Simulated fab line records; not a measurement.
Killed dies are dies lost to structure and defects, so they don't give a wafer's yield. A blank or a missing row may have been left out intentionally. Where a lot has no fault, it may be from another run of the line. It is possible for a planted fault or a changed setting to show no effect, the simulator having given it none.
A single fault, viewed from 2 desks	flow gf180mcu	numbers are kept per desk, each desk with only its own; the story behind them comes last

== AT THE METROLOGY DESK ==
Means of the sampled wafers that have a number, per lot and without regard to the tool the lot ran on: this is what the gauges read. A lot is out of limits, marked OUT, if its mean lies more than 4 standard deviations from the usual mean; the brackets give that distance.
Columns: A = V3_CVD_00_THK at GF_V3_THK_MEAS_01, usual 601 nm; B = V3_BOW at GF_V3_BOW_MEAS_05, usual 115 um
lot	first seen here	A	B
L765	day 21 14:15	597	120
L766	day 22 00:17	607	108
L769	day 22 17:53	597	128
L770	day 23 02:14	600	117
L771	day 23 08:16	601	120
L772	day 24 02:20	599	121
L773	day 24 12:01	604	114
L774	day 24 17:01	601	111
L775	day 25 01:44	597	113
L779	day 26 13:55	600	105
L783	day 27 13:52	301 (-59) OUT	102
L786	day 28 07:40	296 (-60) OUT	112
L788	day 28 18:22	606	131
Per this desk, out of limits: L783, L786; the first was L783, day 27 13:52 (V3_CVD_00_THK at GF_V3_THK_MEAS_01). L765, L766, L769, L770, L771, L772, L773, L774, L775, L779, L788 stayed within limits.

== AT THE TOOL OWNER'S DESK: hdpcvd-01 ==
The tool's own readings at GF_V3_CVD_00 (deposits SiO2, target thk 600 nm, time 100 s): means of the sampled wafers that have a number, for each lot that ran on this tool. A lot is out of limits, marked OUT, if its mean lies more than 4 standard deviations from the usual mean; the brackets give that distance.
Columns: A = sih4_flow_sccm at GF_V3_CVD_00, usual 60.01 sccm
lot	first seen here	A
L766	day 22 00:13	60.11
L772	day 24 02:16	60.00
L773	day 24 11:57	60.01
L774	day 24 16:57	59.95
L775	day 25 01:40	59.99
L783	day 27 13:48	29.92 (-99 or more) OUT
L786	day 28 07:35	29.99 (-99 or more) OUT
This desk's verdict: out of limits on L783, L786, starting with L783 at day 27 13:48 (sih4_flow_sccm at GF_V3_CVD_00). L766, L772, L773, L774, L775 stayed within limits.

== PUT TOGETHER ==
The tool owner's desk could have raised an alarm at day 27 13:48, on L783, L786.
The metrology desk could have raised an alarm at day 27 13:52, on L783, L786.
Every lot named ran GF_V3_CVD_00 on hdpcvd-01.

== WHAT HAD BEEN PUT IN BY THE SIMULATOR ==
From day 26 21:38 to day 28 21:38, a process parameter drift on hdpcvd-01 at GF_V3_CVD_00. From 60, the setting sih4_flow_sccm moved by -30. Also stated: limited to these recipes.
Struck lots among those shown: L783, L786.
Counting hours from when the fault started, the first reading out of limits came at 16 for the tool owner's desk and at 16 for the metrology desk.
